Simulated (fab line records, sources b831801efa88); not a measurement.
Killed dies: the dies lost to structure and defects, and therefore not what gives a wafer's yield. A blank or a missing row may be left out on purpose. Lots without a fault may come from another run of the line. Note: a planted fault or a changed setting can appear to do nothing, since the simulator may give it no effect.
Comparing a struck lot with a sound one + flow sky130 + 24 out of 708 route steps
Sound: the wafers L850.1, L850.5, L850.6. Struck: wafer L857.6 (left out: L857.3, L857.5 of the same lot, which were not struck); the cause appears at the end.
For every step that has rows: the tool of each side, followed by ch and its chambers, followed by its first start. Under that, the readings that differ: sound wafers + struck wafers + difference of the means + sigmas: that difference in standard deviations of wafers without a fault.
alike: a reading whose means differ by less than 2 such deviations, as well as words and numbers matching on both sides. not compared: withheld readings; readings where some wafer has no value; bounds like >300 that might hide an equal value; numbers whose values overlap and for which the record gives no deviation.
The two part at a step that has a row with sigmas, a row that says differs or no value, or rows on one side only. Numbers that have no deviation but don't overlap get no sigmas and don't part them. A reading that every wafer of one side lacks parts them only if that side has two wafers or more.

SKY_VIA1_CMP_02: polishes SiO2.
  sound on cmp-01 ch 0,1,3, day 34 10:55; struck on cmp-01 ch 0, day 36 00:44
  alike: head_pressure_psi, motor_current_A
SKY_VIA1_BOW_MEAS_03:
  struck on film_metro-01, day 36 01:05; sound on film_metro-02, day 34 11:04
  alike: VIA1_BOW
then, 8 steps without rows for these wafers: SKY_VIA1_DEHYDRATE_04 (time 60 s); SKY_VIA1_HMDS_05 (prime time 60 s); SKY_VIA1_COAT_06 (resist thk 60 nm); SKY_VIA1_COAT_07 (resist thk 450 nm); SKY_VIA1_SOFTBAKE_08 (time 90 s); SKY_VIA1_EXPOSE_09 (exposes mask VIM, target cd 150 nm); SKY_VIA1_PEB_10; SKY_VIA1_DEVELOP_11 (develop time 60 s).
SKY_VIA1_CD_MEAS_12 targets a cd of 150 nm.
  struck on cd_sem-02, day 37 02:49; sound on cd_sem-02, day 35 14:04
  alike: cd_nm
SKY_VIA1_OVL_MEAS_13:
  struck on overlay-01, day 37 02:54; sound on overlay-01, day 35 14:11
  alike: VIA1_OVL
SKY_VIA1_ETCH_14: etches BARC in N2/H2, stops on SiO2, time 45.9 s, target depth 60 nm.
  sound on rie_diel-02 ch 0,1,3, day 35 14:13; struck on rie_diel-02 ch 2, day 37 02:56
| reading                                     | sound             | struck | difference | sigmas |
|---------------------------------------------|-------------------|--------|------------|--------|
| oes_product_au (a.u.)                       | 0.857 0.852 0.851 | 0.992  | +0.139     | +28    |
| run_length_s (s)                            | 74.1 74.9 74.7    | 57.7   | -16.9      | -43    |
| model.KrF-thick_of_VIA1_COAT_07.thk_nm (nm) | 396.1 393.3 393.6 | 408.2  | +13.9      |        |
| model.etch.depth_nm (nm)                    | 59.97 59.89 60    | 50.46  | -9.49      |        |
| model.VIA1.cd_nm (nm)                       | 149.9 150.1 148.7 | 146.2  | -3.4       |        |
  alike: chamber_pressure_mTorr, drypump_motor_current_A, h2_flow_sccm, throttle_valve_pct
  not compared: bias_w, rf_hours_counter_h
SKY_VIA1_ETCH_15: etches SiO2 in C4F8/O2/Ar, stops on TiN, target depth 351 nm, time 54 s.
  sound on rie_diel-02 ch 0,1,3, day 35 14:15; struck on rie_diel-02 ch 2, day 37 02:58
| reading                                     | sound             | struck | difference | sigmas |
|---------------------------------------------|-------------------|--------|------------|--------|
| oes_product_au (a.u.)                       | 0.981 0.989 0.982 | 0.537  | -0.447     | -74    |
| run_length_s (s)                            | 82.6 82.7 82.6    | 81.5   | -1.1       | -3     |
| model.KrF-thick_of_VIA1_COAT_07.thk_nm (nm) | 326.5 320.9 321.9 | 338.5  | +15.4      |        |
  alike: bias_w, chamber_pressure_mTorr
  not compared: rf_hours_counter_h
SKY_VIA1_STRIP_16: strips in O2/N2.
  sound on plasma_asher-03 ch 0,1, day 35 14:18; struck on plasma_asher-02 ch 0, day 37 03:03
| reading                      | sound             | struck | difference | sigmas |
|------------------------------|-------------------|--------|------------|--------|
| strip_time_to_endpoint_s (s) | 4.490 4.444 4.474 | 4.629  | +0.160     | +7     |
  alike: chamber_pressure_mTorr, drypump_motor_current_A, oes_product_au
  not compared: rf_hours_counter_h
then, 3 steps without rows for these wafers: SKY_VIA1_STRIP_17 (strips in post etch residue remover, time 1200 s); SKY_VIA1_CLEAN_18 (cleans in IPA, time 180 s); SKY_VIA1_CLEAN_19 (cleans in O3/DIW).
SKY_VIA1_SPUTTER_20: material TiN, target thk 20 nm, time 80 s.
  struck on pvd_sputter-01, day 37 03:37; sound on pvd_sputter-04, day 35 14:55
  alike: throttle_valve_pct
SKY_VIA1_CVD_21: deposits W, target thk 270 nm, time 80.902 s.
  sound on cvd_w-01 ch 0,1, day 35 14:59; struck on cvd_w-02 ch 1, day 37 03:42
  alike: heater_power_w
SKY_VIA1_CMP_24: polishes, stops on SiO2, t overpolish 15 s, target thk 0 nm.
  sound on cmp-02 ch 0,3, day 35 15:19; struck on cmp-01 ch 0, day 37 03:59
| reading              | sound                | struck | difference | sigmas |
|----------------------|----------------------|--------|------------|--------|
| overpolish_run_s (s) | 15.003 14.995 14.986 | 15.042 | +0.047     | +5     |
  alike: head_pressure_psi, motor_current_A, time_to_endpoint_s
SKY_METAL2_SPUTTER_00: material Ti, target thk 15 nm, time 10 s.
  the record has rows for the sound wafers here (pvd_sputter-03, day 35 15:34) and none for the struck ones
SKY_METAL2_SPUTTER_01: material TiN, target thk 20 nm, time 16.7 s.
  the record has rows for the sound wafers here (pvd_sputter-03, day 35 15:35) and none for the struck ones
SKY_METAL2_SPUTTER_02: material AlCu, target thk 250 nm, time 13.3 s.
  the record has rows for the sound wafers here (pvd_sputter-03, day 35 15:37) and none for the struck ones

== WHERE THEY PART ==
Earliest at SKY_VIA1_ETCH_14; latest, in this record, at SKY_METAL2_SPUTTER_02.

WHY: what the simulator had put in
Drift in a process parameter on rie_diel-02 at SKY_VIA1_ETCH_14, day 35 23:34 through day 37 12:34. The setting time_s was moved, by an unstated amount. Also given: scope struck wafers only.
